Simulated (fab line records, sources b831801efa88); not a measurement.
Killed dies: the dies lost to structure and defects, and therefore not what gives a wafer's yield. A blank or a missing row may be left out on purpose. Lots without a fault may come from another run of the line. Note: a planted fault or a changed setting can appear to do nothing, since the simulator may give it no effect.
fab line records	flow sky130
[record] lots = 11	wafers = 33	last-day = 50
route steps=708 shown METAL3@533 CAPM@537 VIA4@639 PAD_OPEN@708
lots that met no fault: taken from a fault-free run of the same line
start-h: the number of hours between the record's first day and the start of the first shown wafer of the lot	wait-h: time in hours since the lot's previous step	" repeats the value in the row above	L1.1+2: a row that stands for several wafers	- no value, or no start was given	* or withheld: withheld	< > ~ a bound
route shown NAME@n: a module of which the file shows steps, and the number in the route of the first	usual: mean and standard deviation over wafers with no fault	same: alike in all rows	chamber/n: place in a boat	sites: the reading at each site	_std_site: their standard deviation	_edge_site: the outer-site mean with the inner-site mean subtracted	radius-mm: for every site, how far away it sits from the centre of the wafer	mask NAME#n: copy n	behind: the last tool/chamber to shape the wafer	hold: why the lot was held/for how many hours/how that ended	device: names the non-switching transistor (n, p or np)	end of line: the tests these same wafers got at the end of their route	for a step that has no rows: nothing shown but its recipe	killed: dies lost to structure and defects at the first sort, not the wafer's yield	map: shows each die of a wafer: x if killed, . if not, _ if none is there
set.NAME: the setting that was run; set.NAME@STEP: the one run at that earlier step	model.NAME: the simulator's own value behind a step, which no gauge read
the route's steps for a sample of lots (tables are steps, rows are wafers)
services: from which hour (start-h, from the record's first day; less than 0 if before it) a tool's chamber was out of use, for how many hours, and why
[[steps]]
[step SKY_METAL3_SPUTTER_01]
[recipe] material = TiN	target-thk-nm = 20	power-w = 6500	time-s = 16.7	chamber-pressure-pa = 0.4
[usual] throttle-valve-pct = 30.1/0.65
lot.wafer	tool	chamber	start-h	wait-h	throttle-valve-pct
L658.1	pvd-sputter-01	-	864.73	0.0	29.5
L658.3	"	-	"	"	30.8
L658.6	"	-	"	"	30.2
L661.1	pvd-sputter-03	-	882.95	0.0	30.7
L661.4	"	-	"	"	30.9
L661.5	"	-	"	"	30.2
L662.1	pvd-sputter-03	-	894.68	0.0	30.3
L662.2	"	-	"	"	30.8
L662.3	"	-	"	"	30.6
L663.2	pvd-sputter-01	-	901.31	0.0	30.9
L663.5	"	-	"	"	29.6
L663.6	"	-	"	"	30.9
L666.1	pvd-sputter-01	-	945.16	0.0	29.5
L666.2	"	-	"	"	30.7
L666.4	"	-	"	"	29.6
L673.2	pvd-sputter-04	-	974.76	0.0	31.1
L673.3	"	-	"	"	29.7
L673.5	"	-	"	"	30.6
L674.2	pvd-sputter-03	-	979.46	0.0	30.5
L674.3	"	-	"	"	30.1
L674.5	"	-	"	"	30.3
L677.1	pvd-sputter-01	-	992.13	0.0	30.2
L677.3	"	-	"	"	31.0
L677.6	"	-	"	"	29.5
L678.1	pvd-sputter-01	-	1007.52	0.0	29.4
L678.2	"	-	"	"	30.2
L678.4	"	-	"	"	30.2
L679.1	pvd-sputter-04	-	1013.12	0.0	29.0
L679.2	"	-	"	"	29.8
L679.5	"	-	"	"	29.8
L681.1	pvd-sputter-01	-	1021.69	0.0	29.7
L681.4	"	-	"	"	31.0
L681.5	"	-	"	"	29.8
[step SKY_CAPM_CVD_00]
[recipe] material = SiO2	target-thk-nm = 15.5	temp-c = 400	time-s = withheld	rf-w = 450
[usual] heater-power-w = 693/80
lot.wafer	tool	chamber	start-h	wait-h	heater-power-w
L658.1	pecvd-01	1	864.86	0.0	665
L658.3	"	0	"	"	603
L658.6	"	1	"	"	675
L661.1	pecvd-02	0	883.08	0.0	865
L661.4	"	0	"	"	837
L661.5	"	2	"	"	793
L662.1	pecvd-04	1	894.81	0.0	673
L662.2	"	2	"	"	582
L662.3	"	0	"	"	838
L663.2	pecvd-04	2	901.44	0.0	573
L663.5	"	1	"	"	713
L663.6	"	0	"	"	782
L666.1	pecvd-04	0	945.29	0.0	751
L666.2	"	2	"	"	604
L666.4	"	2	"	"	596
L673.2	pecvd-02	2	974.89	0.0	740
L673.3	"	1	"	"	559
L673.5	"	0	"	"	756
L674.2	pecvd-01	2	979.59	0.0	605
L674.3	"	1	"	"	701
L674.5	"	0	"	"	652
L677.1	pecvd-02	1	992.26	0.0	662
L677.3	"	1	"	"	672
L677.6	"	1	"	"	661
L678.1	pecvd-01	1	1007.65	0.0	662
L678.2	"	2	"	"	678
L678.4	"	2	"	"	662
L679.1	pecvd-04	1	1013.25	0.0	700
L679.2	"	2	"	"	624
L679.5	"	2	"	"	610
L681.1	pecvd-02	0	1021.82	0.0	821
L681.4	"	0	"	"	802
L681.5	"	2	"	"	775
[step SKY_METAL3_METAL_ETCH_18]
[recipe] target-depth-a = 8450	stop-on = SiO2	over-etch-frac = 0.3	time-s = 183.1	chemistry = Cl2/BCl3	resist-sidewall-deg = 88	pressure-mtorr = 10	icp-w = 900	bias-w = 48.5	Cl2_flow_sccm = 60	bcl3-flow-sccm = 30
[usual] chamber-pressure-mTorr = 10.000/0.0089	drypump-motor-current-A = 5.8/0.36	oes-product-au = 0.866/0.007	throttle-valve-pct = 22.264/0.0097
lot.wafer	tool	chamber	start-h	wait-h	chamber-pressure-mTorr	drypump-motor-current-A	oes-product-au	rf-hours-counter-h	throttle-valve-pct
L658.1	rie-metal-02	0	917.63	0.0	10.010	6.0	0.868	5	22.265
L658.3	"	1	"	"	9.998	6.3	0.872	-	22.262
L658.6	"	0	"	"	9.997	6.0	0.870	-	22.258
L661.1	rie-metal-04	0	935.18	0.0	10.014	5.7	0.864	13	22.284
L661.4	"	0	"	"	10.003	5.7	0.844	-	22.280
L661.5	"	1	"	"	9.986	5.8	0.865	-	22.251
L662.1	rie-metal-02	1	946.33	0.0	9.997	6.4	0.869	2	22.270
L662.2	"	0	"	"	9.996	6.0	0.856	7	22.244
L662.3	"	1	"	"	10.003	6.3	0.863	-	22.265
L663.2	rie-metal-02	1	952.33	0.0	9.997	6.3	0.880	2	22.247
L663.5	"	1	"	"	10.005	6.4	0.859	-	22.275
L663.6	"	0	"	"	10.003	6.0	0.872	-	22.258
L666.1	rie-metal-01	0	994.80	0.0	10.004	5.6	0.867	13	22.258
L666.2	"	1	"	"	9.996	5.1	0.866	3	22.267
L666.4	"	0	"	"	10.015	5.6	0.875	-	22.273
L673.2	rie-metal-02	1	1023.58	0.0	10.006	6.4	0.867	7	22.260
L673.3	"	1	"	"	9.987	6.3	0.874	-	22.249
L673.5	"	1	"	"	10.005	6.3	0.884	-	22.262
L674.2	rie-metal-01	0	1027.83	0.0	10.009	5.6	0.865	16	22.278
L674.3	"	1	"	"	9.998	5.1	0.864	-	22.277
L674.5	"	1	"	"	10.012	5.1	0.877	-	22.256
L677.1	rie-metal-04	1	1040.60	0.0	10.016	5.8	0.869	12	22.245
L677.3	"	0	"	"	10.014	5.6	0.871	-	22.261
L677.6	"	0	"	"	10.007	5.7	0.857	-	22.265
L678.1	rie-metal-04	0	1054.83	0.0	9.998	5.7	0.857	20	22.258
L678.2	"	1	"	"	10.001	5.8	0.860	13	22.279
L678.4	"	1	"	"	10.007	5.8	0.867	-	22.250
L679.1	rie-metal-04	1	1060.13	0.0	10.008	5.7	0.869	13	22.285
L679.2	"	1	"	"	9.995	5.7	0.866	-	22.263
L679.5	"	1	"	"	9.984	5.7	0.868	-	22.272
L681.1	rie-metal-01	1	1067.16	0.0	9.989	5.1	0.865	8	22.260
L681.4	"	1	"	"	9.989	5.1	0.864	-	22.260
L681.5	"	0	"	"	9.985	5.6	0.860	-	22.262
[step SKY_VIA4_HDPCVD_00]
[recipe] material = SiO2	target-thk-nm = 1750	sigma-open-frac = 0.3	time-s = 291.7	temp-c = 400	sih4-flow-sccm = 60	pressure-mtorr = 6
lot.wafer	tool	chamber	start-h	wait-h
L658.1+3+6	hdpcvd-01	2,0,0	996.10	0.0
L661.1+4+5	hdpcvd-01	2,2,0	1013.23	0.0
L662.1+2+3	hdpcvd-02	2,1,0	1022.07	0.0
L663.2+5+6	hdpcvd-01	2,1,0	1027.82	0.0
L666.1+2+4	hdpcvd-02	2,1,0	1068.43	0.0
L673.2+3+5	hdpcvd-01	2,1,0	1095.02	0.0
L674.2+3+5	hdpcvd-01	2,0,0	1098.47	0.0
L677.1+3+6	hdpcvd-02	1,0,2	1109.37	0.0
L678.1+2+4	hdpcvd-02	0,2,1	1121.92	0.0
L679.1+2+5	hdpcvd-02	2,0,1	1127.70	0.0
L681.1+4+5	hdpcvd-02	0,1,2	1134.41	0.0
[step SKY_VIA4_THK_MEAS_01]
[recipe] reads = SiO2_of_VIA4_HDPCVD_00
[usual] VIA4_HDPCVD_THK = 1755/18
lot.wafer	tool	chamber	start-h	wait-h	hold	VIA4_HDPCVD_THK[nm]
L658.1	film-metro-02	-	996.28	0.1	-	1730
L658.3	"	-	"	"	-	1772
L658.6	"	-	"	"	-	1758
L661.1	film-metro-03	-	1013.41	0.1	-	1722
L661.4	"	-	"	"	-	1743
L661.5	"	-	"	"	-	1760
L662.1	film-metro-02	-	1022.31	0.1	-	1773
L662.2	"	-	"	"	-	1754
L662.3	"	-	"	"	-	1734
L663.2	film-metro-03	-	1028.01	0.1	-	1739
L663.5	"	-	"	"	-	1763
L663.6	"	-	"	"	-	1762
L666.1	film-metro-03	-	1068.61	0.1	-	1745
L666.2	"	-	"	"	-	1728
L666.4	"	-	"	"	-	1727
L673.2	film-metro-03	-	1095.21	0.1	await-dispo/0.2h/release	1763
L673.3	"	-	"	"	await-dispo/0.2h/release	1789
L673.5	"	-	"	"	await-dispo/0.2h/release	2707
L673.2	film-metro-03	-	1095.87	0.6	-	1761
L673.3	"	-	"	"	-	1788
L673.5	"	-	"	"	-	2707
L674.2	film-metro-01	-	1098.66	0.1	await-dispo/0.2h/release	1741
L674.3	"	-	"	"	await-dispo/0.2h/release	2718
L674.5	"	-	"	"	await-dispo/0.2h/release	2697
L674.2	film-metro-01	-	1098.89	0.2	-	1741
L674.3	"	-	"	"	-	2718
L674.5	"	-	"	"	-	2697
L677.1	film-metro-02	-	1109.55	0.1	-	1760
L677.3	"	-	"	"	-	1761
L677.6	"	-	"	"	-	1781
L678.1	film-metro-01	-	1122.10	0.1	-	1767
L678.2	"	-	"	"	-	1761
L678.4	"	-	"	"	-	1754
L679.1	film-metro-03	-	1127.88	0.1	-	1760
L679.2	"	-	"	"	-	1769
L679.5	"	-	"	"	-	1730
L681.1	film-metro-03	-	1134.59	0.1	-	1773
L681.4	"	-	"	"	-	1755
L681.5	"	-	"	"	-	1768
[step SKY_PAD_OPEN_PROBE_99]
[usual] defect-limited-yield = 82.3/2.2	killed_at_M0_to_M3 = 43/7.3	killed_at_M4_up = 3.2/1.9	killed-at-contacts = 25/5.4	killed-at-front-end = 16/4.4	killed-at-other = 0.4/0.66	killed-dies = 87/11	killed-open = 48/7.9	killed-short = 39/6.5	sort_bin_3_pad_short = 0.8/0.43	sort_bin_5_function = 10.5/1.6	sort_bin_6_memory = 6.4/1.2	sort-n-pass = 405/11	sort-yield-pct = 82.3/2.2
[same] gross-dies = 492	killed-at-back-side = 0	sort_bin_4_leakage[%] = 0	sort_bin_8_speed[%] = 0
lot.wafer	tool	chamber	start-h	wait-h	defect-limited-yield[%]	killed_at_M0_to_M3	killed_at_M4_up	killed-at-contacts	killed-at-front-end	killed-at-other	killed-dies	killed-open	killed-short	sort_bin_3_pad_short[%]	sort_bin_5_function[%]	sort_bin_6_memory[%]	sort-n-pass	sort-yield-pct[%]
L663.2	prober-02	-	1118.92	0.1	84.8	33	5	25	12	0	75	46	29	0.6	8.9	5.7	417	84.8
L663.5	prober-02	-	1119.07	0.2	79.5	41	2	39	19	0	101	59	42	1.8	12.2	6.5	391	79.5
L663.6	prober-02	-	1119.12	0.2	80.5	41	3	35	16	1	96	58	38	0.4	11.6	7.5	396	80.5
L679.1	prober-01	-	1204.95	0.1	82.7	39	5	19	22	0	85	43	41	1.8	9.3	6.1	407	82.7
L679.2	prober-01	-	1205.00	0.1	83.7	36	6	21	17	0	80	41	38	0.2	10.2	5.9	412	83.7
L679.5	prober-01	-	1205.15	0.2	78.9	55	7	25	16	1	104	57	45	2.0	10.4	8.7	388	78.9
// killed by level:class
L663.2 CONTACT:geometric-particle:open=12 VIA1:geometric-particle:open=7 VIA3:geometric-particle:open=6 LI_CONTACT:geometric-particle:short=5 METAL1:geometric-particle:short=5 VIA1:geometric-particle:short=5 FIELD_ISO:geometric-particle:short=4 LI_CONTACT:geometric-particle:open=4
L663.5 LI_CONTACT:geometric-particle:open=13 CONTACT:geometric-particle:open=9 VIA1:geometric-particle:open=9 FIELD_ISO:geometric-particle:open=8 VIA2:geometric-particle:open=8 CONTACT:geometric-particle:short=7 LOCAL_INTERCONNECT:geometric-particle:short=5 VIA1:geometric-particle:short=5
L663.6 LI_CONTACT:geometric-particle:open=15 VIA1:geometric-particle:open=9 VIA3:geometric-particle:open=8 CONTACT:geometric-particle:short=7 CONTACT:geometric-particle:open=7 METAL1:geometric-particle:short=6 FIELD_ISO:geometric-particle:open=5 POLY_GATE:geometric-particle:open=4
L679.1 VIA3:geometric-particle:open=9 VIA2:geometric-particle:open=7 METAL1:geometric-particle:short=6 CONTACT:geometric-particle:open=6 FIELD_ISO:geometric-particle:open=5 FIELD_ISO:geometric-particle:short=4 POLY_GATE:geometric-particle:open=4 SPACER:geometric-particle:short=4
L679.2 VIA1:geometric-particle:open=10 LI_CONTACT:geometric-particle:open=8 CONTACT:geometric-particle:short=5 METAL2:geometric-particle:short=5 FIELD_ISO:geometric-particle:open=4 CONTACT:geometric-particle:open=4 METAL1:geometric-particle:short=4 VIA1:geometric-particle:short=4
L679.5 VIA1:geometric-particle:open=13 LI_CONTACT:geometric-particle:open=12 METAL2:geometric-particle:short=8 VIA3:geometric-particle:open=7 CONTACT:geometric-particle:open=7 METAL1:geometric-particle:short=6 VIA2:geometric-particle:short=4 VIA2:geometric-particle:open=4
[[services]]
tool	chamber	start-h	hours	kind
pecvd-02	0	848.09	19.9	repair
hdpcvd-02	-	850.64	2.8	pm
rie-metal-04	-	857.19	2.8	pm
pecvd-04	1	858.01	7.6	repair
pvd-sputter-01	-	871.05	5.2	repair
hdpcvd-02	-	884.78	0.8	repair
pecvd-02	2	884.89	6.1	repair
hdpcvd-02	1	893.53	5.0	repair
hdpcvd-01	-	901.62	2.8	pm
pecvd-04	0	904.06	6.7	repair
pecvd-04	2	904.84	7.9	repair
pecvd-02	2	905.16	8.3	repair
hdpcvd-02	-	909.45	5.5	pm
pecvd-04	-	936.70	6.0	pm
hdpcvd-02	-	944.32	1.8	repair
hdpcvd-01	-	950.25	15.0	pm
rie-metal-02	0	969.77	6.8	repair
pvd-sputter-01	-	978.88	1.9	repair
hdpcvd-02	0	1036.20	7.0	repair
pecvd-04	-	1048.81	1.9	repair
pecvd-04	-	1053.03	0.6	repair
rie-metal-04	0	1059.27	17.3	repair
hdpcvd-01	-	1117.96	28.0	repair
hdpcvd-01	-	1132.39	1.0	repair
[[key]]
[first-sign] step = SKY_VIA4_THK_MEAS_01	reading = visit	direction = added
[effect] step = SKY_VIA4_THK_MEAS_01	reading = VIA4_HDPCVD_THK	direction = up	sigmas = 53	usual = 1755	struck = 2707
met-at SKY_VIA4_HDPCVD_00
struck-lots L673,L674
struck-wafers L673.5,L674.3,L674.5
not-acting-at SKY_METAL3_SPUTTER_01,SKY_CAPM_CVD_00,SKY_METAL3_METAL_ETCH_18
onset-between 1027.82 1095.02
[fault] kind = process-parameter-drift	tool = hdpcvd-01	chamber = 0	onset-h = 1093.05	steps = SKY_VIA4_HDPCVD_00	channel = target-thk-nm	offset = 932.03	shape = step	end-h = 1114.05	acts-in = these-recipes-only	stated = 1750
